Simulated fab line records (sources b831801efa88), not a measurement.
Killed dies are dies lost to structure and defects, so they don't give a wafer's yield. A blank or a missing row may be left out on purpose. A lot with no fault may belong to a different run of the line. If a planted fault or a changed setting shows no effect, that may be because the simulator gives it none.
Which of the tools did it? + flow sky130 + Sampling: 10 lots, 30 wafers, 6 of 708 route steps

## WHAT THE GAUGES READ, wafer by wafer
SKY_LI_CONTACT_THK_MEAS_23: measures by xrf.
| lot  | measured     | on            | LI_CONTACT_W_THK (nm) |
|------|--------------|---------------|-----------------------|
| L537 | day 28 23:33 | film-metro-04 | 387 387 388           |
| L538 | day 29 11:07 | film-metro-03 | 399 401 396           |
| L545 | day 31 19:02 | film-metro-02 | 379 381 375           |
| L550 | day 33 18:25 | film-metro-03 | 389 389 386           |
| L553 | day 34 08:19 | film-metro-03 | 391 389 391           |
| L554 | day 34 16:44 | film-metro-03 | 384 384 384           |
| L556 | day 35 04:52 | film-metro-03 | 393 401 396           |
| L557 | day 35 11:05 | film-metro-03 | 393 393 403           |
| L559 | day 36 05:23 | film-metro-03 | 385 391 384           |
| L560 | day 36 14:26 | film-metro-03 | 399 393 397           |

SKY_LOCAL_INTERCONNECT_RS_MEAS_01: a four-point-probe measurement.
| lot  | measured     | on            | LOCAL_INTERCONNECT_TIN_RS (ohm/sq) |
|------|--------------|---------------|------------------------------------|
| L537 | day 28 23:59 | film-metro-01 | 14.56 14.39 14.26                  |
| L538 | day 29 11:34 | film-metro-02 | 14.21 14.18 14.25                  |
| L545 | day 31 19:31 | film-metro-03 | 14.33 12.78 14.50                  |
| L550 | day 33 18:51 | film-metro-02 | 14.25 14.25 14.25                  |
| L553 | day 34 08:46 | film-metro-01 | 13.71 13.71 14.20                  |
| L554 | day 34 17:11 | film-metro-03 | 14.22 13.99 14.07                  |
| L556 | day 35 05:17 | film-metro-03 | 14.11 14.30 14.22                  |
| L557 | day 35 11:30 | film-metro-03 | 14.14 14.18 14.21                  |
| L559 | day 36 05:50 | film-metro-02 | 14.17 14.23 13.88                  |
| L560 | day 36 14:52 | film-metro-03 | 14.25 14.17 14.22                  |

SKY_LOCAL_INTERCONNECT_THK_MEAS_02: measures by xrf.
| lot  | measured     | on            | LOCAL_INTERCONNECT_TIN_THK (nm) |
|------|--------------|---------------|---------------------------------|
| L537 | day 29 00:06 | film-metro-01 | 98.8 100.3 100.7                |
| L538 | day 29 11:40 | film-metro-02 | 100.7 101.0 100.6               |
| L545 | day 31 19:38 | film-metro-03 | 100.3 112.3 99.2                |
| L550 | day 33 18:58 | film-metro-02 | 101.1 100.9 101.2               |
| L553 | day 34 08:52 | film-metro-01 | 104.6 104.0 101.2               |
| L554 | day 34 17:17 | film-metro-03 | 100.4 102.0 101.4               |
| L556 | day 35 05:24 | film-metro-03 | 102.3 101.2 101.3               |
| L557 | day 35 11:37 | film-metro-03 | 101.8 101.7 101.5               |
| L559 | day 36 05:56 | film-metro-02 | 101.9 101.5 103.5               |
| L560 | day 36 14:59 | film-metro-03 | 100.3 100.8 100.2               |

## WHAT TOOL EACH LOT RAN ON (gives the tool, then ch and the chambers of the sampled wafers, and finally the start)
| lot  | SKY_POLY_CUT_ETCH_10               | SKY_SD_N_STRIP_11                    | SKY_LOCAL_INTERCONNECT_SPUTTER_00 |
|------|------------------------------------|--------------------------------------|-----------------------------------|
| L537 | rie-diel-02 ch 2,3, day 24 01:01   | plasma-asher-03 ch 0,1, day 27 17:17 | pvd-sputter-02, day 28 23:55      |
| L538 | rie-diel-02 ch 1,2, day 24 12:35   | plasma-asher-02 ch 0,1, day 28 04:37 | pvd-sputter-03, day 29 11:28      |
| L545 | rie-diel-04 ch 0,2,3, day 27 00:02 | plasma-asher-02 ch 0, day 30 13:31   | pvd-sputter-03, day 31 19:27      |
| L550 | rie-diel-03 ch 0,1,2, day 28 22:22 | plasma-asher-03 ch 0,1, day 32 14:06 | pvd-sputter-01, day 33 18:47      |
| L553 | rie-diel-02 ch 2,3, day 29 20:22   | plasma-asher-03 ch 0,1, day 33 05:01 | pvd-sputter-02, day 34 08:38      |
| L554 | rie-diel-03 ch 0,2,3, day 30 05:13 | plasma-asher-03 ch 0,1, day 33 13:55 | pvd-sputter-01, day 34 17:04      |
| L556 | rie-diel-03 ch 0,2,3, day 30 16:01 | plasma-asher-01 ch 0,1, day 34 00:44 | pvd-sputter-01, day 35 05:13      |
| L557 | rie-diel-03 ch 2,3, day 30 20:59   | plasma-asher-02 ch 0,1, day 34 05:43 | pvd-sputter-01, day 35 11:26      |
| L559 | rie-diel-02 ch 0,2,3, day 31 16:29 | plasma-asher-01 ch 0,1, day 35 00:49 | pvd-sputter-02, day 36 05:44      |
| L560 | rie-diel-03 ch 0,1,3, day 32 02:38 | plasma-asher-02 ch 0,1, day 35 09:20 | pvd-sputter-01, day 36 14:47      |
- SKY_POLY_CUT_ETCH_10: etches BARC in N2/H2, stops on SiO2, time 45.9 s, target depth 60 nm.
- SKY_SD_N_STRIP_11: strips in O2/N2.
- SKY_LOCAL_INTERCONNECT_SPUTTER_00: material TiN, target thk 100 nm, time 83.3 s.

## AS READ BY THE TOOLS THEMSELVES (means over the sampled wafers that have a number; for cases with no such wafer, the mark the record gives instead)
SKY_POLY_CUT_ETCH_10.
| lot  | tool        | drypump-motor-current-A (A) | oes-product-au (a.u.) | throttle-valve-pct (%) |
|------|-------------|-----------------------------|-----------------------|------------------------|
| L537 | rie-diel-02 | 5.2                         | 0.855                 | 13.225                 |
| L538 | rie-diel-02 | 5.4                         | 0.851                 | 13.223                 |
| L545 | rie-diel-04 | 5.6                         | 0.855                 | 13.232                 |
| L550 | rie-diel-03 | 5.6                         | 0.852                 | 13.225                 |
| L553 | rie-diel-02 | 5.2                         | 0.854                 | 13.229                 |
| L554 | rie-diel-03 | 5.5                         | 0.855                 | 13.231                 |
| L556 | rie-diel-03 | 5.5                         | 0.854                 | 13.234                 |
| L557 | rie-diel-03 | 5.2                         | 0.852                 | 13.222                 |
| L559 | rie-diel-02 | 5.6                         | 0.848                 | 13.226                 |
| L560 | rie-diel-03 | 6.0                         | 0.854                 | 13.222                 |

SKY_SD_N_STRIP_11.
| lot  | tool            | drypump-motor-current-A (A) | oes-product-au (a.u.) | strip-time-to-endpoint-s (s) |
|------|-----------------|-----------------------------|-----------------------|------------------------------|
| L537 | plasma-asher-03 | 5.87                        | 0.530                 | 22.58                        |
| L538 | plasma-asher-02 | 5.70                        | 0.530                 | 22.52                        |
| L545 | plasma-asher-02 | 5.99                        | 0.527                 | 22.58                        |
| L550 | plasma-asher-03 | 5.75                        | 0.524                 | 22.51                        |
| L553 | plasma-asher-03 | 5.77                        | 0.526                 | 22.54                        |
| L554 | plasma-asher-03 | 5.74                        | 0.531                 | 22.56                        |
| L556 | plasma-asher-01 | 5.92                        | 0.530                 | 22.50                        |
| L557 | plasma-asher-02 | 5.70                        | 0.525                 | 22.58                        |
| L559 | plasma-asher-01 | 5.93                        | 0.529                 | 22.51                        |
| L560 | plasma-asher-02 | 5.85                        | 0.527                 | 22.55                        |

SKY_LOCAL_INTERCONNECT_SPUTTER_00.
| lot  | tool           | throttle-valve-pct (%) |
|------|----------------|------------------------|
| L537 | pvd-sputter-02 | 29.6                   |
| L538 | pvd-sputter-03 | 29.6                   |
| L545 | pvd-sputter-03 | 28.9                   |
| L550 | pvd-sputter-01 | 29.9                   |
| L553 | pvd-sputter-02 | 29.6                   |
| L554 | pvd-sputter-01 | 30.0                   |
| L556 | pvd-sputter-01 | 30.5                   |
| L557 | pvd-sputter-01 | 30.0                   |
| L559 | pvd-sputter-02 | 29.6                   |
| L560 | pvd-sputter-01 | 30.4                   |

## THE ANSWER, worked out from the rows above alone
Rule: what is usual is taken from the lots themselves. Put in order of their means at a reading, lots are off if they are a third of the lots or fewer, leave a main group of 4 or more, and stand apart from it by a gap of 3 or more times the standard deviation of the main group's means; of several such gaps the widest counts. A main group is skipped when, at the precision printed for the reading in the tables above, its means are all equal. Also off: a lot with no number at a reading for which 4 or more lots have one. Where the step has rows for the other lots, those lots are counted as sound. After the gauges, taken in route order, come the tools' own readings; for these a lot's mean is taken, as printed above. At the first step where some lot is off, the reading lying furthest off is the one used; lots without a number count as furthest.
No lot is off at any reading shown: from this, nothing can be told.

## WHAT THE SIMULATOR PUT IN
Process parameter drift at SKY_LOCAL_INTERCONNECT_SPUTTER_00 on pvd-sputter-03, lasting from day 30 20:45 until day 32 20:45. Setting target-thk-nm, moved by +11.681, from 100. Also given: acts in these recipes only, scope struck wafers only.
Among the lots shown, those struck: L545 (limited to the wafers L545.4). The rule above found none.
